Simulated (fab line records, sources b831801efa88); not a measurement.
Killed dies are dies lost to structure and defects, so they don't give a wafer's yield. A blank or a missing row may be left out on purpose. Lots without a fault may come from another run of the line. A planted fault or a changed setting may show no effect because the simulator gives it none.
Which tool did it? | flow sky130 | 13 lots, 39 wafers sampled, at 5 steps of a route of 708

WHAT THE GAUGES READ, wafer by wafer
SKY_VT_ADJUST_LVTN_OVL_MEAS_07.
lot  | measured     | on         | VT_ADJUST_LVTN_OVL (nm)
L148 | day 6 18:20  | overlay-02 | -0.4 -1.0 -1.0
L149 | day 6 22:57  | overlay-01 | 1.6 2.2 2.4
L150 | day 7 04:17  | overlay-01 | 0.8 0.2 0.6
L151 | day 7 22:03  | overlay-01 | -0.5 -1.5 0.3
L152 | day 8 01:08  | overlay-01 | -0.1 1.2 -0.4
L153 | day 8 04:00  | overlay-02 | 1.1 -0.3 0.1
L154 | day 8 07:14  | overlay-02 | -2.1 0.8 -2.6
L155 | day 8 20:17  | overlay-02 | -1.8 -0.9 -0.1
L156 | day 8 23:47  | overlay-02 | -0.4 1.9 1.6
L160 | day 9 21:59  | overlay-02 | -2.1 -1.5 -1.4
L163 | day 10 23:06 | overlay-01 | 0.4 0.0 0.2
L165 | day 11 09:10 | overlay-02 | -0.9 1.4 0.1
L167 | day 12 12:46 | overlay-01 | 2.9 2.4 1.7

SKY_VT_ADJUST_HVTR_OVL_MEAS_08.
lot  | measured     | on         | VT_ADJUST_HVTR_OVL (nm)
L148 | day 9 04:51  | overlay-02 | -1.2 0.0 -1.9
L149 | day 9 09:10  | overlay-01 | -2.2 -2.6 -1.5
L150 | day 9 17:58  | overlay-01 | 0.0 -0.8 -1.5
L151 | day 10 12:43 | overlay-02 | -0.8 0.4 -0.8
L152 | day 10 18:21 | overlay-01 | -1.4 -1.6 -1.5
L153 | day 10 20:19 | overlay-02 | -1.8 -0.6 -1.7
L154 | day 11 00:22 | overlay-01 | -2.9 -4.0 -1.1
L155 | day 11 16:16 | overlay-01 | 132.6 131.8 132.1 133.8 133.4 133.0
L156 | day 11 19:06 | overlay-01 | 2.0 -0.1 0.0
L160 | day 12 22:04 | overlay-02 | 130.7 130.2 129.5 131.7 131.7 130.8
L163 | day 14 00:49 | overlay-02 | 1.3 -1.0 -0.6
L165 | day 14 12:29 | overlay-01 | -1.1 -0.7 -0.9
L167 | day 15 18:38 | overlay-01 | 1.5 1.6 1.7

SKY_SONOS_TUNNEL_CD_MEAS_07: target cd 410 nm.
lot  | measured     | on        | cd_nm (nm)
L148 | day 11 00:21 | cd_sem-01 | 407.6 409.2 410.3
L149 | day 11 06:28 | cd_sem-02 | 408.9 410.5 410.9
L150 | day 11 15:18 | cd_sem-01 | 406.5 408.8 409.1
L151 | day 12 13:04 | cd_sem-02 | 410.6 411.9 413.1
L152 | day 12 19:05 | cd_sem-01 | 407.8 406.6 408.0
L153 | day 12 20:44 | cd_sem-01 | 409.4 412.7 411.5
L154 | day 13 01:59 | cd_sem-01 | 405.8 404.5 406.3
L156 | day 13 20:21 | cd_sem-01 | 413.5 414.6 413.2
L163 | day 16 07:22 | cd_sem-02 | 410.2 406.7 409.8
L165 | day 16 19:17 | cd_sem-02 | 412.1 410.4 411.0
L167 | day 18 03:18 | cd_sem-01 | 411.4 412.1 411.8

WHICH TOOL RAN EACH LOT (tool, then ch and the chambers of the sampled wafers, then the start)
lot  | SKY_VT_ADJUST_HVTR_EXPOSE_04        | SKY_VT_ADJUST_PCH_STRIP_09
L148 | iline_stepper-02 ch 0, day 8 18:38  | plasma_asher-02 ch 0,1, day 10 02:26
L149 | iline_stepper-02 ch 0, day 8 22:12  | plasma_asher-02 ch 0,1, day 10 07:19
L150 | iline_stepper-01 ch 0, day 9 06:49  | plasma_asher-03 ch 0,1, day 10 15:59
L151 | iline_stepper-01 ch 0, day 10 02:16 | plasma_asher-04 ch 0,1, day 11 12:23
L152 | iline_stepper-01 ch 0, day 10 06:32 | plasma_asher-04 ch 0,1, day 11 17:58
L153 | iline_stepper-02 ch 0, day 10 08:46 | plasma_asher-02 ch 0,1, day 11 19:47
L154 | iline_stepper-02 ch 0, day 10 13:02 | plasma_asher-04 ch 0,1, day 12 01:35
L155 | iline_stepper-02 ch 0, day 11 04:08 | -
L156 | iline_stepper-01 ch 0, day 11 07:16 | plasma_asher-03 ch 0,1, day 12 20:34
L160 | iline_stepper-02 ch 0, day 12 09:46 | -
L163 | iline_stepper-01 ch 0, day 13 12:07 | plasma_asher-02 ch 0,1, day 15 03:49
L165 | iline_stepper-01 ch 0, day 13 23:44 | plasma_asher-03 ch 0,1, day 15 15:40
L167 | iline_stepper-01 ch 0, day 15 04:38 | plasma_asher-04 ch 0,1, day 16 22:21
- SKY_VT_ADJUST_HVTR_EXPOSE_04: exposes mask HVTRM, target cd 380 nm.
- SKY_VT_ADJUST_PCH_STRIP_09: strips in O2/N2.

WHAT THE TOOLS THEMSELVES READ (means of the sampled wafers that have a number; where no wafer has one, the mark that the record gives instead)
SKY_VT_ADJUST_PCH_STRIP_09.
lot  | tool            | drypump_motor_current_A (A) | oes_product_au (a.u.) | strip_time_to_endpoint_s (s)
L148 | plasma_asher-02 | 6.0                         | 0.728                 | 36.87
L149 | plasma_asher-02 | 5.8                         | 0.719                 | 36.93
L150 | plasma_asher-03 | 5.3                         | 0.722                 | 36.91
L151 | plasma_asher-04 | 6.1                         | 0.723                 | 36.97
L152 | plasma_asher-04 | 6.1                         | 0.724                 | 36.84
L153 | plasma_asher-02 | 6.0                         | 0.722                 | 36.78
L154 | plasma_asher-04 | 6.1                         | 0.727                 | 36.95
L156 | plasma_asher-03 | 5.4                         | 0.716                 | 36.92
L163 | plasma_asher-02 | 5.8                         | 0.722                 | 36.85
L165 | plasma_asher-03 | 5.4                         | 0.721                 | 36.74
L167 | plasma_asher-04 | 6.1                         | 0.723                 | 37.01

THE ANSWER, worked out from the rows above alone
Rule: what is usual is taken from the lots themselves. Put in order of their means at a reading, lots are off if they are a third of the lots or fewer, leave a main group of 4 or more, and stand apart from it by a gap of 3 or more times the standard deviation of the main group's means; of several such gaps the widest counts. A main group whose means are all the same, to the digits that the tables above print for the reading, isn't used. A lot without any number at a reading at which 4 lots or more have one is off too. The other lots that the step has rows for count as sound. The gauges are gone through in route order, then the tools' own readings, and for those a lot's mean is taken as printed above. The first step at which some lot is off is used, and at that step the reading that is off furthest; a lot without a number counts as furthest.
Off: L155, L160, at SKY_VT_ADJUST_HVTR_OVL_MEAS_08 (VT_ADJUST_HVTR_OVL). The main group: mean -0.8 nm, standard deviation 1.1.
A tool fits if, at a process step before that reading, it ran every lot that is off, and no sound lot after the first of them. The gauges at SKY_VT_ADJUST_HVTR_OVL_MEAS_08 are tried like those tools. One fits: iline_stepper-02 at SKY_VT_ADJUST_HVTR_EXPOSE_04. Its last sound lot is L154 (day 10 13:02), its first lot that is off L155 (day 11 04:08): a fault that began between those two fits.

WHAT THE SIMULATOR HAD PUT IN
Scanner matching overlay: iline_stepper-02, from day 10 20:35 on, at SKY_VT_ADJUST_HVTR_EXPOSE_04. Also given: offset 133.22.
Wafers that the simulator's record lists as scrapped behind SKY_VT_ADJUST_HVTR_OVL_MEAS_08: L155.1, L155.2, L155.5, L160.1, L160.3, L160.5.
Lots struck among those shown: L155, L160. The rule above found the same.
